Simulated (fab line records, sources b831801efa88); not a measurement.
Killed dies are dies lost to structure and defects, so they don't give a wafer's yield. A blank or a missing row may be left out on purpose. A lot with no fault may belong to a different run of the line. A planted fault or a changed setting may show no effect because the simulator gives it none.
2 desks looking at one fault    flow gf180mcu    what lay behind the numbers comes last; until then each desk has only its own

## TOOL OWNER'S DESK, rieMetal-03
The tool's own readings at GF_MIM_METAL_ETCH_19 (etches the open film in Cl2/BCl3, stops on Si3N4, target depth 324.5 nm, time 54.1 s): means of the sampled wafers that have a number, for each lot that ran on this tool. Marked OUT: a lot whose mean sits more than 4 standard deviations from the usual mean, which makes it out of limits; the brackets give that distance.
Columns: A = biasW at GF_MIM_METAL_ETCH_19, usual 140.0 W; B = drypumpMotorCurrentA at GF_MIM_METAL_ETCH_19, usual 6.0 A; C = oesProductAu at GF_MIM_METAL_ETCH_19, usual 0.940 a.u.; D = throttleValvePct at GF_MIM_METAL_ETCH_19, usual 28.285 %
lot   first seen here  A                B    C      D
L572  day 28 13:12     140.2            6.7  0.940  28.296
L577  day 30 06:13     114.6 (-59) OUT  5.7  0.936  28.294
L578  day 30 10:45     114.9 (-58) OUT  5.8  0.940  28.284
L581  day 31 05:08     114.1 (-60) OUT  6.2  0.947  28.276
This desk finds L577, L578, L581 out of limits, L577 being first, at day 30 06:13 (biasW at GF_MIM_METAL_ETCH_19). L572: within limits.

## THE METROLOGY DESK
What the gauges read, lot by lot, whatever tool the lot ran on: means of the sampled wafers that have a number. Marked OUT: a lot whose mean sits more than 4 standard deviations from the usual mean, which makes it out of limits; the brackets give that distance.
Columns: A = MIM_ALCU_RS at GF_MIM_RS_MEAS_10, usual 0.1610 ohm/sq; B = MIM_ALCU_THK at GF_MIM_THK_MEAS_11, usual 201.6 nm
lot   first seen here  A       B
L571  day 27 17:50     0.1589  204.9
L572  day 27 18:19     0.1619  200.5
L577  day 29 11:26     0.1614  201.2
L578  day 29 16:41     0.1624  199.4
L581  day 30 11:17     0.1569  207.1
L583  day 30 23:11     0.1597  203.6
L584  day 31 05:34     0.1610  200.0
Finding of this desk: none of the 7 lots has anything out of limits.

## ALL TOGETHER
An alarm could have come from the tool owner's desk at day 30 06:13, on L577, L578, L581.
From the metrology desk's view, nothing was out of limits.
The metrology desk holds a record of L577, L578, L581, inside its limits.
All the named lots went through GF_MIM_METAL_ETCH_19 on rieMetal-03.

## WHAT THE SIMULATOR PUT IN
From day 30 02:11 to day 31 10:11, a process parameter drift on rieMetal-03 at GF_MIM_METAL_ETCH_19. The setting biasW was moved by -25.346, starting from 140. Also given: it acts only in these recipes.
Shown lots that were struck: L577, L578, L581.
How many hours passed from the start of the fault until each desk's first out-of-limits reading: the tool owner's desk, 4.
